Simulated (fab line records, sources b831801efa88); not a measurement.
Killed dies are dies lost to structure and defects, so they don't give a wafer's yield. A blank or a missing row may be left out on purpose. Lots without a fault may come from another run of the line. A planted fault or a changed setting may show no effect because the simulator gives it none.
fab line records | flow sfq_line
record lots=6 wafers=18 last_day=96
route steps=325 shown I2@113 M3@118
lots that met no fault: from a run of the same line without faults
start_h: hours from the record's first day to the start of the lot's first wafer shown | wait_h: hours since the lot's step before | " the same as in the row above | L1.1+2: a row that stands for several wafers | - no value, or no start given | * or withheld: withheld | < > ~ a bound
route shown NAME@n: a module of which the file shows steps, and the number in the route of the first | usual: mean/standard deviation of fault-free wafers | same: alike in all rows | chamber/n: place in a boat | sites: the reading at each site | _std_site: their standard deviation | _edge_site: outer sites' mean less inner sites' | radius_mm: how far each site lies from the wafer's centre | mask NAME#n: copy n | behind: the tool/chamber that last shaped the wafer | hold: why the lot was held/for how many hours/how that ended | device: the transistor (n, p or np) that didn't switch | end of line: the same wafers' tests at the end of the route | a step without rows: its recipe alone | killed: dies lost to structure and defects at the first sort, not the wafer's yield | map: a wafer's dies, x killed, . not, _ none there
set.NAME: the setting as run; set.NAME@STEP: as run at that earlier step | model.NAME: the simulator's own value behind a step, which no gauge read
lots at some steps of the route; a table a step, a row a wafer
services: from which hour (start_h, from the record's first day; less than 0 if before it) a tool's chamber was out of use, for how many hours, and why
## steps
# step SFQ_I2_OVL_MEAS_918
# usual I2_OVL=1/6
# columns lot.wafer tool chamber start_h wait_h I2_OVL[nm]
L312.2 overlay-02 - 1017.64 0.1 3
L312.3 " - " " 1
L312.4 " - " " -3
L323.2 overlay-01 - 1118.28 0.1 -4
L323.5 " - " " -2
L323.6 " - " " 1
L324.2 overlay-01 - 1126.59 0.1 -2
L324.3 " - " " 1
L324.5 " - " " 4
L331.2 overlay-01 - 1206.04 0.1 -2
L331.4 " - " " -2
L331.5 " - " " -5
L332.1 overlay-02 - 1212.03 0.1 -7
L332.2 " - " " -5
L332.4 " - " " -2
L335.1 overlay-02 - 1236.16 0.1 -7
L335.3 " - " " -12
L335.4 " - " " 0
# step SFQ_TRILAYER_I2_VIA_BARC_OPEN_VIA_ETCH_096
# recipe mask_material=PR chemistry=O2 target_depth_nm=125 target=BARC source_w=500 bias_w=80 pressure_mtorr=30 time_s=40.49
# usual drypump_motor_current_A=5.9/0.36 oes_product_au=0.694/0.0044
# columns lot.wafer tool chamber start_h wait_h drypump_motor_current_A oes_product_au rf_hours_counter_h
L312.2 rie_diel-02 3 1017.67 0.0 6.4 0.697 5
L312.3 " 2 " " 6.3 0.701 2
L312.4 " 0 " " 6.1 0.697 6
L323.2 rie_diel-04 0 1118.31 0.0 5.9 0.693 8
L323.5 " 3 " " 5.6 0.689 -
L323.6 " 0 " " 6.0 0.695 -
L324.2 rie_diel-04 0 1126.62 0.0 5.9 0.694 8
L324.3 " 2 " " 6.2 0.688 8
L324.5 " 3 " " 5.5 0.691 -
L331.2 rie_diel-04 0 1206.07 0.0 6.0 0.689 9
L331.4 " 1 " " 5.3 0.692 5
L331.5 " 3 " " 5.5 0.694 -
L332.1 rie_diel-02 1 1212.07 0.0 5.7 0.695 12
L332.2 " 0 " " 6.1 0.692 9
L332.4 " 2 " " 6.3 0.694 5
L335.1 rie_diel-01 3 1236.20 0.0 5.3 0.696 12
L335.3 " 2 " " 6.1 0.686 7
L335.4 " 1 " " 6.0 0.697 4
# step SFQ_TRILAYER_I2_VIA_ETCH_VIA_ETCH_070
# recipe target=SiO2 stop_on=Nb mask_material=PR taper_deg=20 chemistry=CHF3 target_depth_nm=260 source_w=500 bias_w=80 pressure_mtorr=30 time_s=withheld
# usual drypump_motor_current_A=5.9/0.35 oes_product_au=0.854/0.0053
# columns lot.wafer tool chamber start_h wait_h drypump_motor_current_A oes_product_au
L312.2 rie_diel-02 3 1017.71 0.0 6.4 0.858
L312.3 " 2 " " 6.3 0.860
L312.4 " 0 " " 6.1 0.852
L323.2 rie_diel-04 0 1118.35 0.0 6.0 0.854
L323.5 " 3 " " 5.6 0.853
L323.6 " 0 " " 6.0 0.857
L324.2 rie_diel-04 0 1126.66 0.0 6.0 0.862
L324.3 " 2 " " 6.2 0.852
L324.5 " 3 " " 5.6 0.851
L331.2 rie_diel-04 0 1206.11 0.0 6.0 0.849
L331.4 " 1 " " 5.3 0.852
L331.5 " 3 " " 5.6 0.851
L332.1 rie_diel-02 1 1212.11 0.0 5.7 0.847
L332.2 " 0 " " 6.1 0.844
L332.4 " 2 " " 6.3 0.846
L335.1 rie_diel-01 3 1236.24 0.0 5.3 0.853
L335.3 " 2 " " 6.1 0.867
L335.4 " 1 " " 5.9 0.850
# step SFQ_TRILAYER_I2_VIA_STRIP_STRIP_071
# recipe gas=O2 power_w=200 platen_temp_c=40 overash_fraction=0.65 chemistry=O2 pressure_mtorr=50
# usual drypump_motor_current_A=5.88/0.28 oes_product_au=0.999/0.0087
# columns lot.wafer tool chamber start_h wait_h drypump_motor_current_A oes_product_au rf_hours_counter_h
L312.2 rie_metal-01 0 1017.83 - 5.63 1.014 57
L312.3 " 1 " " 5.88 1.005 -
L312.4 " 0 " " 5.64 1.004 -
L323.2 rie_metal-03 1 1118.46 - 5.82 0.981 37
L323.5 " 1 " " 5.83 0.998 -
L323.6 " 0 " " 6.34 1.005 -
L324.2 rie_metal-03 1 1126.78 - 5.82 0.990 38
L324.3 " 0 " " 6.33 0.988 -
L324.5 " 1 " " 5.83 1.000 -
L331.2 rie_metal-03 1 1206.22 - 5.85 0.999 48
L331.4 " 0 " " 6.35 0.997 -
L331.5 " 1 " " 5.82 1.004 -
L332.1 rie_metal-03 0 1212.22 - 6.33 1.006 97
L332.2 " 1 " " 5.81 0.996 49
L332.4 " 0 " " 6.35 0.989 -
L335.1 rie_metal-01 1 1236.35 - 5.88 1.002 0
L335.3 " 1 " " 5.90 1.005 -
L335.4 " 0 " " 5.66 1.005 -
# step SFQ_TRILAYER_I2_VIA_STRIP_SOLV_CLEAN_072
# recipe chemistry=NMP temp_c=70 time_s=600
# step SFQ_TRILAYER_M3_DEP_PRE_CLEAN_074
# recipe gas=Ar time_s=22.5 bias_v=250
# step SFQ_TRILAYER_M3_DEP_SPUTTER_073
# recipe material=Nb base_pressure_pa=1.33e-06 chamber_pressure_pa=0.1333 substrate_temp_c=20 resputter_cathode_voltage_v=400 target_thk_nm=200 power_w=2000 time_s=133.3
# usual resputter_cathode_voltage_v=400/3.9 throttle_valve_pct=29.8/0.98
# columns lot.wafer tool chamber start_h wait_h resputter_cathode_voltage_v throttle_valve_pct
L312.2 pvd_sputter-03 - 1019.10 0.0 402 29.5
L312.3 " - " " 409 30.4
L312.4 " - " " 400 29.5
L323.2 pvd_sputter-06 - 1119.27 0.0 400 29.4
L323.5 " - " " 398 28.8
L323.6 " - " " 398 28.7
L324.2 pvd_sputter-03 - 1127.58 0.0 398 30.5
L324.3 " - " " 410 30.3
L324.5 " - " " 395 30.3
L331.2 pvd_sputter-06 - 1207.03 0.0 398 28.9
L331.4 " - " " 395 29.5
L331.5 " - " " 400 30.0
L332.1 pvd_sputter-03 - 1213.03 0.0 398 30.2
L332.2 " - " " 400 29.6
L332.4 " - " " 401 29.5
L335.1 pvd_sputter-04 - 1237.15 0.0 391 30.1
L335.3 " - " " 403 28.5
L335.4 " - " " 398 30.3
# step SFQ_M3_RS_MEAS_919
# recipe thk_meas_gauge=four-point-probe reads=Nb_of_TRILAYER_M3_DEP_SPUTTER_073
# usual M3_NB_RS=0.890/0.0085
# columns lot.wafer tool chamber start_h wait_h M3_NB_RS[ohm/sq]
L312.2 film_metro-04 - 1019.21 0.1 0.885
L312.3 " - " " 0.881
L312.4 " - " " 0.880
L323.2 film_metro-03 - 1119.38 0.1 0.891
L323.5 " - " " 0.901
L323.6 " - " " 0.903
L324.2 film_metro-04 - 1127.69 0.1 0.901
L324.3 " - " " 0.905
L324.5 " - " " 0.898
L331.2 film_metro-04 - 1207.14 0.1 0.891
L331.4 " - " " 0.891
L331.5 " - " " 0.885
L332.1 film_metro-04 - 1213.12 0.0 0.885
L332.2 " - " " 0.886
L332.4 " - " " 0.892
L335.1 film_metro-04 - 1237.24 0.0 0.887
L335.3 " - " " 0.887
L335.4 " - " " 0.884
# step SFQ_TRILAYER_M3_LITHO_COAT_080
# recipe resist=BARC spin_rpm=3000 resist_thk_nm=62
# step SFQ_TRILAYER_M3_LITHO_COAT_075
# recipe resist=KrF spin_rpm=3000 resist_thk_nm=600
# step SFQ_TRILAYER_M3_LITHO_SOFTBAKE_079
# recipe temp_c=withheld time_s=withheld resist=KrF
# step SFQ_TRILAYER_M3_LITHO_EXPOSE_076
# recipe mask_id=M3 na=0.6 source_shape=conventional sigma_outer=0.65 target_cd_nm=500 dose_mj=14.4
# usual exposure_dose_mJ_cm2=14.396/0.013 focus_offset_nm=0.0/0.52 stage_vel_mm_s=500.02/0.24
# columns lot.wafer tool chamber start_h wait_h mask exposure_dose_mJ_cm2 focus_offset_nm stage_vel_mm_s
L312.2 krf_scanner-01 0 1023.64 - M3#0 14.381 -0.1 499.91
L312.3 " 0 " " M3#0 14.396 -0.4 500.26
L312.4 " 0 " " M3#0 14.407 -0.9 499.83
L323.2 krf_scanner-01 - 1120.49 - M3#0 - - -
L323.5 " - " " M3#0 - - -
L323.6 " - " " M3#0 - - -
L324.2 krf_scanner-02 - 1128.93 - M3#0 - - -
L324.3 " - " " M3#0 - - -
L324.5 " - " " M3#0 - - -
L331.2 krf_scanner-02 0 1336.68 - M3#0 14.408 0.1 500.33
L331.4 " 0 " " M3#0 14.392 0.4 500.23
L331.5 " 0 " " M3#0 14.369 0.7 499.81
L332.1 krf_scanner-01 0 1345.00 - M3#0 14.404 0.2 500.28
L332.2 " 0 " " M3#0 14.389 0.2 500.21
L332.4 " 0 " " M3#0 14.372 -0.5 499.84
L335.1 krf_scanner-02 0 1369.13 - M3#0 14.388 0.3 499.86
L335.3 " 0 " " M3#0 14.396 -0.5 500.21
L335.4 " 0 " " M3#0 14.385 0.5 499.89
# step SFQ_TRILAYER_M3_LITHO_PEB_078
# recipe peb_temp_c=115 peb_time_s=60 resist=KrF
## services
# columns tool chamber start_h hours kind
krf_scanner-02 - 1004.01 0.8 pm
krf_scanner-01 - 1019.74 1.3 pm
rie_diel-04 - 1032.64 1.8 repair
krf_scanner-02 - 1034.26 1.0 pm
rie_diel-02 2 1045.09 6.0 repair
rie_diel-02 0 1045.99 4.9 repair
rie_metal-03 - 1047.43 14.0 repair
krf_scanner-01 - 1052.06 1.0 pm
rie_diel-02 1 1059.08 1.4 repair
rie_diel-04 - 1104.49 0.1 repair
krf_scanner-02 - 1120.37 1.3 pm
rie_diel-02 - 1169.76 2.8 pm
rie_metal-03 0 1185.84 1.7 repair
rie_metal-03 - 1190.64 2.8 pm
rie_diel-04 3 1217.40 7.2 repair
rie_diel-04 - 1230.38 14.6 pm
rie_metal-03 - 1244.11 5.7 repair
rie_diel-04 2 1257.81 15.9 repair
rie_diel-02 3 1270.91 15.5 repair
rie_diel-02 1 1282.58 5.2 repair
rie_diel-04 0 1311.28 4.6 repair
rie_diel-02 2 1349.58 13.8 repair
rie_diel-02 0 1354.82 8.8 repair
rie_diel-04 0 1355.72 14.5 repair
## key
first_sign step=SFQ_TRILAYER_M3_LITHO_EXPOSE_076 reading=tool_record direction=missing
effect none on later readings
met_at SFQ_TRILAYER_M3_LITHO_EXPOSE_076
struck_wafers L323.2,L323.5,L323.6,L324.2,L324.3,L324.5
onset_between 1023.64 1120.49
fault kind=skipped_step_whole tool=krf_scanner-01,krf_scanner-02 chamber=- onset_h=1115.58 steps=SFQ_TRILAYER_M3_LITHO_EXPOSE_076 scope=struck_lots_only
